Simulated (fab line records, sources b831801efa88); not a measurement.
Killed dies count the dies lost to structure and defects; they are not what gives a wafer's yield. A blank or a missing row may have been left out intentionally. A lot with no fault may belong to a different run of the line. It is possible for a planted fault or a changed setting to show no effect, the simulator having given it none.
fab line records	flow sky130
record: lots: 7	wafers: 21	lastDay: 50
route steps=708 shown LI_CONTACT@374 PAD_OPEN@708
lots untouched by any fault: they come from a run of this same line in which no faults occurred
startH: hours from the record's opening day to when the first of the lot's shown wafers began	waitH: hours since the lot's step before	" identical to the entry in the row above	L1.1+2: one row covering several wafers at once	- either no value or no given start	* or withheld: withheld	< > ~ a bound
route shown NAME@n: NAME is a module with steps in the file, n the number in the route of the first one	usual: mean and standard deviation over wafers with no fault	same: alike in all rows	chamber/n: place in a boat	sites: per-site readings	_std_site: the standard deviation of these	_edge_site: the outer-site mean with the inner-site mean subtracted	radiusMm: for every site, how far away it sits from the centre of the wafer	mask NAME#n: copy n	behind: the tool/chamber that last shaped the wafer	hold: what put the lot on hold/how long, in hours/how the hold closed	device: names the non-switching transistor (n, p or np)	end of line: the tests these same wafers got at the end of their route	a step without rows: its recipe alone	killed: the dies lost at the first sort to structure and to defects; this is not the yield of the wafer	map: a wafer's dies, marking killed ones x, the rest . and places with no die _
set.NAME: the setting that was run; set.NAME@STEP: the one run at that earlier step	model.NAME: the simulator's own value behind a step, which no gauge read
lots seen at some steps along the route; tables by step, rows by wafer
services: from which hour (startH, from the record's first day; less than 0 if before it) a tool's chamber was out of use, for how many hours, and why
== steps ==
step: SKY_LI_CONTACT_CD_MEAS_12
recipe: targetCdNm: 170
usual: cdNm: 170.2/1.3
lot.wafer	tool	chamber	startH	waitH	cdNm
L520.1	cdSem-02	-	730.11	-	170.1
L520.3	"	-	"	"	171.3
L520.4	"	-	"	"	170.2
L519.1	cdSem-01	-	730.99	-	168.8
L519.2	"	-	"	"	168.4
L519.6	"	-	"	"	168.2
L530.2	cdSem-01	-	792.06	-	169.4
L530.3	"	-	"	"	168.7
L530.4	"	-	"	"	168.4
L531.2	cdSem-01	-	805.83	-	169.8
L531.3	"	-	"	"	170.4
L531.4	"	-	"	"	170.1
L532.1	cdSem-02	-	813.79	-	171.1
L532.2	"	-	"	"	172.2
L532.6	"	-	"	"	171.6
L534.3	cdSem-01	-	827.03	-	169.7
L534.5	"	-	"	"	168.5
L534.6	"	-	"	"	167.9
L537.1	cdSem-02	-	852.34	-	169.6
L537.5	"	-	"	"	170.1
L537.6	"	-	"	"	169.0
step: SKY_LI_CONTACT_OVL_MEAS_13
usual: LI_CONTACT_OVL: 3/6.2
lot.wafer	tool	chamber	startH	waitH	LI_CONTACT_OVL[nm]
L520.1	overlay-02	-	730.23	0.1	-1
L520.3	"	-	"	"	-4
L520.4	"	-	"	"	-7
L519.1	overlay-02	-	731.11	0.1	1
L519.2	"	-	"	"	-6
L519.6	"	-	"	"	-5
L530.2	overlay-02	-	792.16	0.1	10
L530.3	"	-	"	"	3
L530.4	"	-	"	"	4
L531.2	overlay-02	-	805.94	0.1	8
L531.3	"	-	"	"	5
L531.4	"	-	"	"	13
L532.1	overlay-01	-	813.91	0.1	1
L532.2	"	-	"	"	13
L532.6	"	-	"	"	11
L534.3	overlay-02	-	827.12	0.1	12
L534.5	"	-	"	"	8
L534.6	"	-	"	"	1
L537.1	overlay-02	-	852.46	0.1	-6
L537.5	"	-	"	"	-4
L537.6	"	-	"	"	7
step: SKY_LI_CONTACT_ETCH_14
recipe: chemistry: N2/H2	target: BARC	ionEnergyEv: 200	sourceW: 500	biasW: 100	pressureMtorr: 30	n2FlowSccm: 100	h2FlowSccm: 200	stopOn: SiO2	timeS: 45.9	targetDepthA: 600
usual: drypumpMotorCurrentA: 5.8/0.53	oesProductAu: 0.855/0.0049	throttleValvePct: 13.224/0.0099
lot.wafer	tool	chamber	startH	waitH	drypumpMotorCurrentA	oesProductAu	rfHoursCounterH	throttleValvePct
L520.1	rieDiel-03	1	730.27	0.0	5.8	0.864	4	13.229
L520.3	"	0	"	"	5.0	0.852	7	13.231
L520.4	"	3	"	"	5.6	0.842	28	13.222
L519.1	rieDiel-04	2	731.15	0.0	5.2	0.853	9	13.227
L519.2	"	1	"	"	5.7	0.854	13	13.232
L519.6	"	1	"	"	5.7	0.851	-	13.217
L530.2	rieDiel-02	0	792.19	0.0	5.2	0.862	24	13.230
L530.3	"	1	"	"	6.6	0.859	5	13.225
L530.4	"	2	"	"	5.8	0.856	6	13.217
L531.2	rieDiel-04	3	805.97	0.0	6.2	0.848	12	13.214
L531.3	"	2	"	"	5.2	0.845	11	13.236
L531.4	"	0	"	"	6.5	0.847	3	13.213
L532.1	rieDiel-02	2	813.95	0.0	5.8	0.856	7	13.215
L532.2	"	0	"	"	5.2	0.863	24	13.222
L532.6	"	1	"	"	6.6	0.855	-	13.227
L534.3	rieDiel-03	0	827.15	0.0	4.9	0.852	9	13.226
L534.5	"	0	"	"	4.9	0.853	-	13.228
L534.6	"	1	"	"	5.9	0.860	-	13.219
L537.1	rieDiel-02	0	852.50	0.0	5.2	0.861	26	13.225
L537.5	"	2	"	"	5.8	0.854	-	13.235
L537.6	"	1	"	"	6.6	0.858	-	13.221
step: SKY_LI_CONTACT_ETCH_15
recipe: target: PSG	chemistry: C4F8/O2/Ar	stopOn: Si	taperDeg: 4.15	maskMaterial: KrF-thick	sourceW: 1500	biasW: 1200	pressureMtorr: 40	c4f8FlowSccm: withheld	O2_flow_sccm: 6	Ar_flow_sccm: 300	timeS: withheld	targetDepthA: 6000
usual: oesProductAu: 0.838/0.0047
lot.wafer	tool	chamber	startH	waitH	oesProductAu
L520.1	rieDiel-03	1	730.31	0.0	0.840
L520.3	"	0	"	"	0.842
L520.4	"	3	"	"	0.836
L519.1	rieDiel-04	2	731.19	0.0	0.837
L519.2	"	1	"	"	0.839
L519.6	"	1	"	"	0.839
L530.2	rieDiel-02	0	792.24	0.0	0.839
L530.3	"	1	"	"	0.837
L530.4	"	2	"	"	0.837
L531.2	rieDiel-04	3	806.01	0.0	0.836
L531.3	"	2	"	"	0.827
L531.4	"	0	"	"	0.843
L532.1	rieDiel-02	2	813.99	0.0	0.832
L532.2	"	0	"	"	0.839
L532.6	"	1	"	"	0.841
L534.3	rieDiel-03	0	827.19	0.0	0.835
L534.5	"	0	"	"	0.841
L534.6	"	1	"	"	0.831
L537.1	rieDiel-02	0	852.54	0.0	0.833
L537.5	"	2	"	"	0.838
L537.6	"	1	"	"	0.834
step: SKY_LI_CONTACT_STRIP_16
recipe: chemistry: O2/N2	powerW: 1400	pressureMtorr: 1500	platenTempC: withheld	o2FlowSccm: 3000	n2FlowSccm: 300	overashFraction: 0.5
usual: drypumpMotorCurrentA: 6.0/0.47	oesProductAu: 0.375/0.0047	stripTimeToEndpointS: 3.49/0.034
lot.wafer	tool	chamber	startH	waitH	drypumpMotorCurrentA	oesProductAu	rfHoursCounterH	stripTimeToEndpointS
L520.1	plasmaAsher-04	1	730.39	-	6.5	0.379	105	3.53
L520.3	"	1	"	"	6.5	0.370	-	3.50
L520.4	"	0	"	"	5.1	0.374	-	3.52
L519.1	plasmaAsher-02	0	731.27	-	5.9	0.389	63	3.53
L519.2	"	1	"	"	5.9	0.368	63	3.44
L519.6	"	1	"	"	5.9	0.364	-	3.43
L530.2	plasmaAsher-03	1	792.32	-	6.0	0.372	28	3.51
L530.3	"	1	"	"	6.0	0.374	-	3.52
L530.4	"	0	"	"	6.6	0.379	-	3.51
L531.2	plasmaAsher-03	0	806.09	-	6.6	0.372	30	3.49
L531.3	"	0	"	"	6.5	0.372	-	3.49
L531.4	"	1	"	"	6.0	0.372	-	3.44
L532.1	plasmaAsher-03	1	814.07	-	6.0	0.377	30	3.50
L532.2	"	0	"	"	6.5	0.374	30	3.51
L532.6	"	1	"	"	6.0	0.380	-	3.50
L534.3	plasmaAsher-04	0	827.31	-	5.2	0.376	-	3.48
L534.5	"	0	"	"	5.1	0.379	-	3.49
L534.6	"	1	"	"	6.5	0.368	-	3.51
L537.1	plasmaAsher-04	0	852.62	-	5.2	0.376	10	3.54
L537.5	"	0	"	"	5.2	0.382	-	3.53
L537.6	"	1	"	"	6.4	0.363	-	3.44
step: SKY_LI_CONTACT_CLEAN_17
recipe: chemistry: NMP	timeS: 600	tempC: 60	dry: n2Spin
step: SKY_LI_CONTACT_PRE_CLEAN_18
recipe: gas: Ar	timeS: 5.6	biasV: 358
step: SKY_LI_CONTACT_SPUTTER_19
recipe: material: Ti	targetThkNm: 20	chamberPressurePa: 5	powerW: 2500	substrateTempC: 200	timeS: 106.37
usual: throttleValvePct: 30.3/0.98
lot.wafer	tool	chamber	startH	waitH	throttleValvePct
L520.1	pvdSputter-04	-	730.72	0.0	30.0
L520.3	"	-	"	"	31.0
L520.4	"	-	"	"	30.8
L519.1	pvdSputter-03	-	731.74	0.0	29.1
L519.2	"	-	"	"	30.6
L519.6	"	-	"	"	29.8
L530.2	pvdSputter-03	-	792.62	0.0	29.3
L530.3	"	-	"	"	29.0
L530.4	"	-	"	"	30.5
L531.2	pvdSputter-01	-	806.39	0.0	30.7
L531.3	"	-	"	"	31.3
L531.4	"	-	"	"	32.3
L532.1	pvdSputter-01	-	814.37	0.0	30.6
L532.2	"	-	"	"	31.3
L532.6	"	-	"	"	32.0
L534.3	pvdSputter-04	-	827.57	0.0	30.6
L534.5	"	-	"	"	30.6
L534.6	"	-	"	"	30.9
L537.1	pvdSputter-04	-	852.92	0.0	30.7
L537.5	"	-	"	"	30.1
L537.6	"	-	"	"	29.1
step: SKY_LI_CONTACT_SPUTTER_20
recipe: material: TiN	targetThkNm: 20	chamberPressurePa: 5	powerW: 4000	timeS: 80
usual: throttleValvePct: 30.3/1
lot.wafer	tool	chamber	startH	waitH	throttleValvePct
L520.1	pvdSputter-04	-	730.80	0.0	30.0
L520.3	"	-	"	"	30.6
L520.4	"	-	"	"	30.6
L519.1	pvdSputter-03	-	731.82	0.0	29.4
L519.2	"	-	"	"	30.5
L519.6	"	-	"	"	29.7
L530.2	pvdSputter-03	-	792.69	0.0	29.2
L530.3	"	-	"	"	28.8
L530.4	"	-	"	"	30.7
L531.2	pvdSputter-01	-	806.46	0.0	30.8
L531.3	"	-	"	"	31.3
L531.4	"	-	"	"	32.1
L532.1	pvdSputter-01	-	814.44	0.0	30.5
L532.2	"	-	"	"	31.1
L532.6	"	-	"	"	32.1
L534.3	pvdSputter-04	-	827.64	0.0	30.8
L534.5	"	-	"	"	30.5
L534.6	"	-	"	"	30.7
L537.1	pvdSputter-04	-	853.00	0.0	30.6
L537.5	"	-	"	"	30.1
L537.6	"	-	"	"	28.8
step: SKY_LI_CONTACT_CVD_21
recipe: material: W	targetThkNm: 400	timeS: 120.56	tempC: 400	pressureTorr: 40
step: SKY_LI_CONTACT_RS_MEAS_22
recipe: thkMeasGauge: four-point-probe	reads: W_of_LI_CONTACT_CVD_21+TiN_of_LI_CONTACT_SPUTTER_20+Ti_of_LI_CONTACT_SPUTTER_19
usual: LI_CONTACT_W_RS: 0.285/0.0032
lot.wafer	tool	chamber	startH	waitH	LI_CONTACT_W_RS[ohm/sq]
L520.1	filmMetro-03	-	731.11	0.2	0.280
L520.3	"	-	"	"	0.280
L520.4	"	-	"	"	0.284
L519.1	filmMetro-03	-	732.13	0.2	0.282
L519.2	"	-	"	"	0.282
L519.6	"	-	"	"	0.279
L530.2	filmMetro-03	-	792.90	0.1	0.278
L530.3	"	-	"	"	0.284
L530.4	"	-	"	"	0.288
L531.2	filmMetro-04	-	806.67	0.1	0.284
L531.3	"	-	"	"	0.285
L531.4	"	-	"	"	0.284
L532.1	filmMetro-03	-	814.63	0.1	0.281
L532.2	"	-	"	"	0.290
L532.6	"	-	"	"	0.283
L534.3	filmMetro-02	-	827.87	0.1	0.279
L534.5	"	-	"	"	0.286
L534.6	"	-	"	"	0.285
L537.1	filmMetro-03	-	853.18	0.1	0.285
L537.5	"	-	"	"	0.281
L537.6	"	-	"	"	0.289
step: SKY_LI_CONTACT_THK_MEAS_23
recipe: thkMeasGauge: xrf	reads: W_of_LI_CONTACT_CVD_21
usual: LI_CONTACT_W_THK: 400/5.8
lot.wafer	tool	chamber	startH	waitH	LI_CONTACT_W_THK[nm]
L520.1	filmMetro-03	-	731.23	0.1	411
L520.3	"	-	"	"	410
L520.4	"	-	"	"	406
L519.1	filmMetro-03	-	732.25	0.1	405
L519.2	"	-	"	"	410
L519.6	"	-	"	"	409
L530.2	filmMetro-03	-	793.01	0.1	407
L530.3	"	-	"	"	401
L530.4	"	-	"	"	395
L531.2	filmMetro-04	-	806.78	0.1	404
L531.3	"	-	"	"	398
L531.4	"	-	"	"	406
L532.1	filmMetro-03	-	814.75	0.1	405
L532.2	"	-	"	"	388
L532.6	"	-	"	"	403
L534.3	filmMetro-02	-	827.97	0.1	405
L534.5	"	-	"	"	393
L534.6	"	-	"	"	397
L537.1	filmMetro-03	-	853.30	0.1	397
L537.5	"	-	"	"	405
L537.6	"	-	"	"	393
step: SKY_LI_CONTACT_CMP_24
recipe: stopOn: PSG	tOverpolishS: 20	downForcePsi: 3.5	platenRpm: 60	targetThkNm: 0	padVelocityMS: 0.94248
usual: edgeZonePressureFrac: 1.000/0.0048	headPressurePsi: 3.501/0.0077	motorCurrentA: 11.2/1.2	overpolishRunS: 20.001/0.0092	timeToEndpointS: 98/4
lot.wafer	tool	chamber	startH	waitH	edgeZonePressureFrac	headPressurePsi	motorCurrentA	overpolishRunS	timeToEndpointS	model.W_of_LI_CONTACT_CVD_21.thkNm	model.PSG_of_LI_CONTACT_HDPCVD_00.thkNm
L520.1	cmp-01	3	731.34	0.1	0.994	3.501	12.9	20.000	100	0	588.4
L520.3	"	0	"	"	1.000	3.503	10.7	20.006	98	0	587
L520.4	"	1	"	"	1.001	3.496	12.5	20.000	100	0	586
L519.2	cmp-01	3	732.36	0.1	0.998	3.515	12.2	20.013	98	0	589.2
L519.1	"	0	"	"	1.000	3.490	10.1	20.018	91	0	588
L519.6	"	3	"	"	1.000	3.501	12.9	20.012	98	0	589.7
L530.3	cmp-02	3	793.06	0.0	-	-	-	-	-	401.7	590.9
L530.2	"	1	"	"	-	-	-	-	-	409.3	592.2
L530.4	"	2	"	"	-	-	-	-	-	395.2	590.6
L531.3	cmp-01	3	806.83	0.0	-	-	-	-	-	399.7	592.9
L531.2	"	0	"	"	-	-	-	-	-	401.3	592.5
L531.4	"	2	"	"	-	-	-	-	-	402.9	593.4
L532.2	cmp-01	2	814.91	0.1	-	-	-	-	-	391.7	593.6
L532.1	"	3	"	"	-	-	-	-	-	404.3	593.9
L532.6	"	1	"	"	-	-	-	-	-	402.6	592.5
L534.3	cmp-02	2	828.16	0.2	1.002	3.501	10.7	19.999	104	0	588.3
L534.6	"	3	"	"	1.005	3.485	9.8	20.000	105	0	588.2
L534.5	"	0	"	"	1.002	3.500	10.5	19.999	102	0	589.1
L537.1	cmp-02	1	853.41	0.1	0.997	3.501	12.0	20.007	96	0	586.9
L537.5	"	0	"	"	0.999	3.495	10.9	19.997	100	0	586.7
L537.6	"	1	"	"	1.000	3.511	11.5	20.002	88	0	587.3
step: SKY_PAD_OPEN_PROBE_99
usual: killed_at_M0_to_M3: 43/6.8	killed_at_M4_up: 3.1/1.6	killedAtContacts: 24/5.4	killedAtFrontEnd: 16/4.4	killedAtOther: 0.2/0.48	killedDies: 87/8.8	killedOnRim: 17/3.4	killedOpen: 48/6.4	killedShort: 39/6.2
same: grossDies: 492	killedAtBackSide: 0
lot.wafer	tool	chamber	startH	waitH	killed_at_M0_to_M3	killed_at_M4_up	killedAtContacts	killedAtFrontEnd	killedAtOther	killedDies	killedOnRim	killedOpen	killedShort
L530.2	prober-02	-	1159.28	0.1	44	0	437	11	0	492	96	48	39
L530.3	prober-02	-	1159.33	0.2	39	5	425	23	0	492	96	45	47
L530.4	prober-02	-	1159.38	0.2	57	5	406	22	2	492	96	64	54
L531.2	prober-01	-	1172.33	0.1	39	5	425	23	0	492	96	51	34
L531.3	prober-01	-	1172.38	0.2	44	2	430	16	0	492	96	44	40
L531.4	prober-01	-	1172.43	0.2	41	6	429	16	0	492	96	53	29
L532.1	prober-02	-	1174.79	0.1	39	2	435	16	0	492	96	45	37
L532.2	prober-02	-	1174.84	0.1	36	3	430	22	1	492	96	50	36
L532.6	prober-02	-	1175.04	0.2	35	4	440	13	0	492	96	44	38
L534.3	prober-02	-	1185.17	0.2	34	1	30	22	0	87	18	44	43
L534.5	prober-02	-	1185.27	0.2	40	1	28	20	2	91	19	46	45
L534.6	prober-02	-	1185.32	0.2	46	7	26	20	0	99	20	52	47
killed by level:class
L530.2 LI_CONTACT:areaCmp=405 CONTACT:geometricParticle:open=11 VIA1:geometricParticle:open=11 VIA1:geometricParticle:short=8 LI_CONTACT:geometricParticle:open=7 VIA2:geometricParticle:open=6 LOCAL_INTERCONNECT:geometricParticle:short=5 CONTACT:geometricParticle:short=5
L530.3 LI_CONTACT:areaCmp=400 VIA1:geometricParticle:open=12 POLY_GATE:geometricParticle:open=9 CONTACT:geometricParticle:open=7 CONTACT:geometricParticle:short=7 METAL1:geometricParticle:short=6 METAL2:geometricParticle:short=5 VIA2:geometricParticle:open=5
L530.4 LI_CONTACT:areaCmp=374 METAL1:geometricParticle:short=12 VIA1:geometricParticle:open=12 LI_CONTACT:geometricParticle:open=10 POLY_GATE:geometricParticle:open=9 CONTACT:geometricParticle:open=8 VIA2:geometricParticle:open=8 LOCAL_INTERCONNECT:geometricParticle:short=6
L531.2 LI_CONTACT:areaCmp=407 VIA1:geometricParticle:open=9 VIA2:geometricParticle:open=9 CONTACT:geometricParticle:open=7 FIELD_ISO:geometricParticle:open=5 POLY_GATE:geometricParticle:open=5 LI_CONTACT:geometricParticle:open=5 METAL4:geometricParticle:short=5
L531.3 LI_CONTACT:areaCmp=408 VIA1:geometricParticle:open=10 VIA3:geometricParticle:open=8 CONTACT:geometricParticle:short=6 CONTACT:geometricParticle:open=6 VIA2:geometricParticle:open=6 FIELD_ISO:geometricParticle:open=5 POLY_GATE:geometricParticle:short=5
L531.4 LI_CONTACT:areaCmp=410 VIA3:geometricParticle:open=11 VIA1:geometricParticle:open=9 CONTACT:geometricParticle:open=8 LI_CONTACT:geometricParticle:open=7 POLY_GATE:geometricParticle:open=6 VIA2:geometricParticle:open=5 POLY_GATE:geometricParticle:short=4
L532.1 LI_CONTACT:areaCmp=410 CONTACT:geometricParticle:open=9 CONTACT:geometricParticle:short=7 VIA1:geometricParticle:open=7 VIA2:geometricParticle:open=6 VIA3:geometricParticle:open=6 POLY_GATE:geometricParticle:short=5 LI_CONTACT:geometricParticle:open=5
L532.2 LI_CONTACT:areaCmp=406 VIA1:geometricParticle:open=10 CONTACT:geometricParticle:open=9 LI_CONTACT:geometricParticle:open=8 FIELD_ISO:geometricParticle:open=6 VIA1:geometricParticle:short=6 POLY_GATE:geometricParticle:short=5 VIA2:geometricParticle:open=4
L532.6 LI_CONTACT:areaCmp=410 CONTACT:geometricParticle:open=10 CONTACT:geometricParticle:short=10 VIA1:geometricParticle:open=9 LI_CONTACT:geometricParticle:open=9 METAL2:geometricParticle:short=5 POLY_GATE:geometricParticle:short=4 VIA2:geometricParticle:short=4
L534.3 FIELD_ISO:geometricParticle:open=8 LOCAL_INTERCONNECT:geometricParticle:short=8 VIA1:geometricParticle:open=8 CONTACT:geometricParticle:open=6 LI_CONTACT:geometricParticle:open=6 FIELD_ISO:geometricParticle:short=5 CONTACT:geometricParticle:short=5 METAL2:geometricParticle:short=5
L534.5 VIA1:geometricParticle:open=13 CONTACT:geometricParticle:open=8 LOCAL_INTERCONNECT:geometricParticle:short=7 METAL1:geometricParticle:short=6 FIELD_ISO:geometricParticle:short=6 POLY_GATE:geometricParticle:short=6 LI_CONTACT:geometricParticle:open=6 FIELD_ISO:geometricParticle:open=5
L534.6 VIA1:geometricParticle:open=11 CONTACT:geometricParticle:open=11 VIA1:geometricParticle:short=9 FIELD_ISO:geometricParticle:open=8 LOCAL_INTERCONNECT:geometricParticle:short=6 METAL2:geometricParticle:short=6 VIA3:geometricParticle:open=6 FIELD_ISO:geometricParticle:short=5
map L530.2 (x killed, . not)
__________xxxxxxxxxx_________
________xxxxxxxxxxxxxx_______
______xxxxxxxxxxxxxxxxxx_____
_____xxxxxxxxxxxxxxxxxxxx____
____xxxxxxxxxxxxxxxxxxxxxx___
___xxxxxxxxxxxxxxxxxxxxxxxx__
__xxxxxxxxxxxxxxxxxxxxxxxxxx_
_xxxxxxxxxxxxxxxxxxxxxxxxxxxx
_xxxxxxxxxxxxxxxxxxxxxxxxxxxx
_xxxxxxxxxxxxxxxxxxxxxxxxxxxx
_xxxxxxxxxxxxxxxxxxxxxxxxxxxx
_xxxxxxxxxxxxxxxxxxxxxxxxxxxx
_xxxxxxxxxxxxxxxxxxxxxxxxxxxx
_xxxxxxxxxxxxxxxxxxxxxxxxxxxx
_xxxxxxxxxxxxxxxxxxxxxxxxxxxx
__xxxxxxxxxxxxxxxxxxxxxxxxxx_
___xxxxxxxxxxxxxxxxxxxxxxxx__
____xxxxxxxxxxxxxxxxxxxxxx___
_____xxxxxxxxxxxxxxxxxxxx____
______xxxxxxxxxxxxxxxxxx_____
________xxxxxxxxxxxxxx_______
__________xxxxxxxxxx_________
map L531.2 (x killed, . not)
__________xxxxxxxxxx_________
________xxxxxxxxxxxxxx_______
______xxxxxxxxxxxxxxxxxx_____
_____xxxxxxxxxxxxxxxxxxxx____
____xxxxxxxxxxxxxxxxxxxxxx___
___xxxxxxxxxxxxxxxxxxxxxxxx__
__xxxxxxxxxxxxxxxxxxxxxxxxxx_
_xxxxxxxxxxxxxxxxxxxxxxxxxxxx
_xxxxxxxxxxxxxxxxxxxxxxxxxxxx
_xxxxxxxxxxxxxxxxxxxxxxxxxxxx
_xxxxxxxxxxxxxxxxxxxxxxxxxxxx
_xxxxxxxxxxxxxxxxxxxxxxxxxxxx
_xxxxxxxxxxxxxxxxxxxxxxxxxxxx
_xxxxxxxxxxxxxxxxxxxxxxxxxxxx
_xxxxxxxxxxxxxxxxxxxxxxxxxxxx
__xxxxxxxxxxxxxxxxxxxxxxxxxx_
___xxxxxxxxxxxxxxxxxxxxxxxx__
____xxxxxxxxxxxxxxxxxxxxxx___
_____xxxxxxxxxxxxxxxxxxxx____
______xxxxxxxxxxxxxxxxxx_____
________xxxxxxxxxxxxxx_______
__________xxxxxxxxxx_________
== services ==
tool	chamber	startH	hours	kind
rieDiel-02	0	715.33	5.7	repair
cmp-01	-	720.61	3.9	repair
plasmaAsher-04	-	733.75	9.0	pm
pvdSputter-04	-	743.89	18.3	repair
cmp-02	-	744.00	4.0	pm
pvdSputter-03	-	753.47	11.7	repair
plasmaAsher-04	-	758.64	0.5	repair
plasmaAsher-03	-	763.03	1.3	repair
rieDiel-04	2	767.37	5.5	repair
cmp-02	-	769.91	0.8	repair
pvdSputter-04	-	770.24	3.4	repair
cmp-02	-	780.19	1.7	repair
rieDiel-02	0	792.60	5.5	repair
rieDiel-02	3	799.76	14.3	repair
rieDiel-03	-	805.48	0.4	repair
plasmaAsher-04	-	817.74	1.2	repair
rieDiel-04	3	820.54	7.2	repair
cmp-02	-	821.38	4.5	pm
rieDiel-03	-	827.33	0.4	repair
pvdSputter-04	-	836.84	2.4	repair
cmp-01	-	849.54	1.2	repair
cmp-02	-	850.99	2.2	repair
rieDiel-04	0	851.15	15.5	repair
rieDiel-03	2	852.89	19.1	repair
== key ==
firstSign: step: SKY_LI_CONTACT_CMP_24	reading: toolRecord	direction: missing
effect: step: SKY_PAD_OPEN_PROBE_99	reading: killedAtContacts	direction: up	sigmas: 74	usual: 24	struck: 429
modelEffect: step: SKY_LI_CONTACT_CMP_24	value: W_of_LI_CONTACT_CVD_21.thkNm	without: 0	struck: 401
moreKillsBornAt: SKY_LI_CONTACT_CMP_24@cmp-01: 2437	SKY_LI_CONTACT_CMP_24@cmp-02: 1174
metAt SKY_LI_CONTACT_CMP_24
struckWafers L530.2,L530.3,L530.4,L531.2,L531.3,L531.4,L532.1,L532.2,L532.6
laterRowsLeftOut L530.2,L530.3,L530.4,L531.2,L531.3,L531.4,L532.1,L532.2,L532.6
testerLeftOut L530,L531,L532
onsetBetween 732.36 793.06
fault: kind: skippedStepWhole	tool: cmp-01,cmp-02	chamber: -	onsetH: 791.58	steps: SKY_LI_CONTACT_CMP_24	scope: struckLotsOnly
testerLeftOut: of these lots the tester's yield and bins aren't shown, on N5 and GAA mostly nor the transistor test; their killed dies are dies lost to structure and defects alone, not to doping, threshold or leakage, so they don't give the yield
laterRowsLeftOut: the simulator's readings of these wafers behind a module that went badly wrong aren't trusted and aren't shown, but for the sort
